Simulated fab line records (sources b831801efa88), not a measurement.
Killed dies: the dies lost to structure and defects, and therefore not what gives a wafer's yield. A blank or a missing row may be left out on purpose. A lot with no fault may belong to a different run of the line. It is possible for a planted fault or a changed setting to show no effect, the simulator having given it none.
Struck lot and sound lot, side by side :: flow sky130 :: 15 steps out of a route of 708
Sound: these wafers, L292.2, L292.3, L292.5. Wafers struck: L281.2, L281.3, L281.4. At the end, the cause is stated.
Order at every step that has rows: each side's tool, ch and its chambers, its first start. Under that, the readings that differ: sound wafers :: struck wafers :: difference of the means :: sigmas: that difference in standard deviations of wafers without a fault.
alike: words and numbers the same on both sides, and readings whose means are apart by under 2 such deviations; not compared: readings that were withheld, readings missing a value for some wafer, numbers with overlapping values and no deviation given by the record, and bounds like >300 which may hide the same value.
A row with sigmas, a row that says differs or no value, or rows on one side alone: a step with any of these is where the two part. When numbers do not overlap yet have no deviation, they are printed without sigmas and do not part them. A reading that every wafer of one side lacks parts them only if that side has two wafers or more.

first, 5 steps without rows for these wafers: SKY_SONOS_ONO_COAT_08 (resist thk 1140 nm); SKY_SONOS_ONO_SOFTBAKE_09 (time 57.51 s); SKY_SONOS_ONO_EXPOSE_10 (exposes mask ONOM, target cd 410 nm); SKY_SONOS_ONO_PEB_11; SKY_SONOS_ONO_DEVELOP_12 (develop time 60 s).
SKY_SONOS_ONO_CD_MEAS_13 targets a cd of 410 nm.
  struck on cd_sem-02, day 14 01:43; sound on cd_sem-01, day 17 14:27
  alike: cd_nm
SKY_SONOS_ONO_OVL_MEAS_14:
  struck on overlay-02, day 14 01:49; sound on overlay-02, day 17 14:34
  alike: SONOS_ONO_OVL
SKY_SONOS_ONO_ETCH_15: etches the open film in CHF3/O2, target depth 19.52 nm, time 7.8 s.
  sound on rie_diel-04 ch 0,3, day 17 14:35; struck on rie_diel-03 ch 1,2,3, day 14 01:51
  alike: drypump_motor_current_A, oes_product_au, throttle_valve_pct
  not compared: rf_hours_counter_h
then, 1 step without rows for these wafers: SKY_SONOS_ONO_WET_ETCH_16 (etches SiO2 in dHF, target depth 14 nm, time 280 s).
SKY_SONOS_ONO_STRIP_17: strips in O2/N2.
  sound on plasma_asher-04 ch 0,1, day 17 14:43; struck on plasma_asher-01 ch 0,1, day 14 01:57
  alike: drypump_motor_current_A, oes_product_au, strip_time_to_endpoint_s
  not compared: rf_hours_counter_h
then, 2 steps without rows for these wafers: SKY_SONOS_ONO_WET_ETCH_18 (etches Si3N4 in H3PO4, target depth 15 nm, time 172 s); SKY_GATE_OXIDE_CLEAN_00 (cleans in SC1/SC2, time 150 s).
-- the record jumps here: 3 days lie between the struck wafers' starts before and after --
SKY_GATE_OXIDE_OXIDATION_01: stabilise 600 s, purge 300 s, target thk 10.268 nm.
  sound on furnace-01 ch 0, day 17 14:55; struck on furnace-01 ch 0, day 16 14:10
  alike: spike_tc_bottom_C, tube_center_temp_C
SKY_GATE_OXIDE_THK_MEAS_02:
  struck on film_metro-03, day 16 15:35; sound on film_metro-03, day 17 16:20
  alike: GATE_OXIDE_OXIDATION_00_THK
-- the record jumps here: 33 days lie between the struck wafers' starts before and after (it left off in module GATE_OXIDE and takes up again in module PAD_OPEN, whose first step shown is number 708 of the route) --
SKY_PAD_OPEN_PROBE_99:
  struck on prober-01, day 49 07:21; sound on prober-02, day 49 20:31
reading: model.etest.cap_thick_oxide.gate_bv_v (V)
sound: 15.83 15.76 15.79
struck: 14.12 14.13 14.26
difference: -1.62
sigmas: 
  alike: killed_at_M0_to_M3, killed_at_M4_up, killed_at_contacts, killed_at_front_end, killed_at_other, killed_dies, killed_open, killed_short

## WHERE THEY PART
Nowhere in this record.

WHY: the cause the simulator had injected
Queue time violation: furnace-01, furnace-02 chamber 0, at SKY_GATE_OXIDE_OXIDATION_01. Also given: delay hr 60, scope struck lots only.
